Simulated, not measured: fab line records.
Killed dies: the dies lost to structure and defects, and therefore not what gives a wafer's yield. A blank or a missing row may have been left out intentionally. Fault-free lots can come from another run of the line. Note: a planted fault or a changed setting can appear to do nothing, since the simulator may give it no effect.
Matching of chambers | flow sfq-line | SFQ_TRILAYER_I3_CMP_CMP_082 on cmp-01 has 4 sister chambers
The step polishes SiO2. 4 wafers are shown with their chamber, then 8 later ones without.

WAFERS WITH THEIR CHAMBER
wafer  | chamber | motor-current-A (A)
L778.4 | 0       | 10.3
L784.1 | 2       | 10.7
L784.4 | 3       | 10.0
L784.2 | 1       | 8.5

WAFERS WHOSE CHAMBER IS MISSING
wafer  | motor-current-A (A)
L785.4 | 9.5
L785.5 | 9.5
L785.6 | 10.5
L786.5 | 10.6
L786.6 | 8.6
L797.4 | 10.7
L797.3 | 9.4
L797.6 | 9.2

THE CHAMBER EACH PASSED THROUGH
wafer  | from the rows above               | in truth
L785.4 | can't be placed: 3 or 0 or 1 or 2 | 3
L785.5 | can't be placed: 3 or 0 or 1 or 2 | 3
L785.6 | can't be placed: 0 or 2 or 3      | 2
L786.5 | can't be placed: 2 or 0 or 3      | 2
L786.6 | 1                                 | 1
L797.4 | can't be placed: 2 or 0 or 3      | 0
L797.3 | can't be placed: 3 or 0 or 1 or 2 | 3
L797.6 | can't be placed: 1 or 3 or 0 or 2 | 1
Correctly placed: 1 of 8. Can't be placed from these rows: 7 (the true chamber is among the candidates in 7). Number placed wrongly: 0.
How it was worked out, from the rows above alone: a wafer's distance from a chamber is the root of the sum, over the readings, of the square of ((its reading less the chamber's mean) divided by the reading's scatter). The wafer belongs to the nearest chamber; if the next one is less than 2 further off, it can't be placed. The mean given for a chamber averages the wafers shown for that chamber. The scatter: root of mean squared gap, hidden wafer to nearest shown wafer, with one shown wafer a chamber.
